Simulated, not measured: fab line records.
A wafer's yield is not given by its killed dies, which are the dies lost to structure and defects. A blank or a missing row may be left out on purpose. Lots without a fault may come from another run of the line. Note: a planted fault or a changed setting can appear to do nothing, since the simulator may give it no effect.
Matching of chambers || flow gf180mcu || GF_V5_CVD_02 on pecvd-02 has 3 sister chambers
The step deposits SiO2 from TEOS, target thk 1450 nm, time 163.28 s. 6 wafers are shown with their chamber, then 8 later ones without.

== EACH WAFER AND ITS CHAMBER ==
{"wafer": "L484.1", "chamber": 2, "heater-power-w (W)": 761, "rf-fwd-power-W (W)": 598.1}
{"wafer": "L484.5", "chamber": 0, "heater-power-w (W)": 680, "rf-fwd-power-W (W)": 594.7}
{"wafer": "L485.1", "chamber": 2, "heater-power-w (W)": 664, "rf-fwd-power-W (W)": 599.3}
{"wafer": "L485.3", "chamber": 0, "heater-power-w (W)": 575, "rf-fwd-power-W (W)": 597.6}
{"wafer": "L485.5", "chamber": 1, "heater-power-w (W)": 780, "rf-fwd-power-W (W)": 599.1}
{"wafer": "L488.1", "chamber": 1, "heater-power-w (W)": 732, "rf-fwd-power-W (W)": 599.9}

== WAFERS WITHOUT THEIR CHAMBER ==
{"wafer": "L488.4", "heater-power-w (W)": 731, "rf-fwd-power-W (W)": 599.2}
{"wafer": "L488.6", "heater-power-w (W)": 645, "rf-fwd-power-W (W)": 594.8}
{"wafer": "L489.2", "heater-power-w (W)": 780, "rf-fwd-power-W (W)": 598.5}
{"wafer": "L489.4", "heater-power-w (W)": 645, "rf-fwd-power-W (W)": 598.5}
{"wafer": "L489.5", "heater-power-w (W)": 523, "rf-fwd-power-W (W)": 597.1}
{"wafer": "L497.3", "heater-power-w (W)": 763, "rf-fwd-power-W (W)": 598.6}
{"wafer": "L497.4", "heater-power-w (W)": 539, "rf-fwd-power-W (W)": 597.4}
{"wafer": "L497.6", "heater-power-w (W)": 606, "rf-fwd-power-W (W)": 598.2}

== WHICH CHAMBER EACH WENT THROUGH ==
{"wafer": "L488.4", "from the rows above": "can't be placed: 1 or 2", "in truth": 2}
{"wafer": "L488.6", "from the rows above": 0, "in truth": 0}
{"wafer": "L489.2", "from the rows above": "can't be placed: 1 or 2", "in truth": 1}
{"wafer": "L489.4", "from the rows above": "can't be placed: 2 or 0 or 1", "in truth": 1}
{"wafer": "L489.5", "from the rows above": "can't be placed: 0 or 2", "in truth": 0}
{"wafer": "L497.3", "from the rows above": "can't be placed: 1 or 2", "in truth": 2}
{"wafer": "L497.4", "from the rows above": "can't be placed: 0 or 2", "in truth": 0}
{"wafer": "L497.6", "from the rows above": "can't be placed: 0 or 2 or 1", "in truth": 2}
Correct placement for 1 of the 8. These rows do not allow placing 7 (true chamber among the candidates in 7). Wrongly placed: 0.
How it was worked out, from the rows above alone: a wafer's distance from a chamber is the root of the sum, over the readings, of the square of ((its reading less the chamber's mean) divided by the reading's scatter). The wafer belongs to the nearest chamber; if the next one is less than 2 further off, it can't be placed. A chamber's mean is the mean of its shown wafers. The scatter: the root of (the sum of the squares of (reading less its chamber's mean) over the shown wafers, divided by (wafers less chambers)).
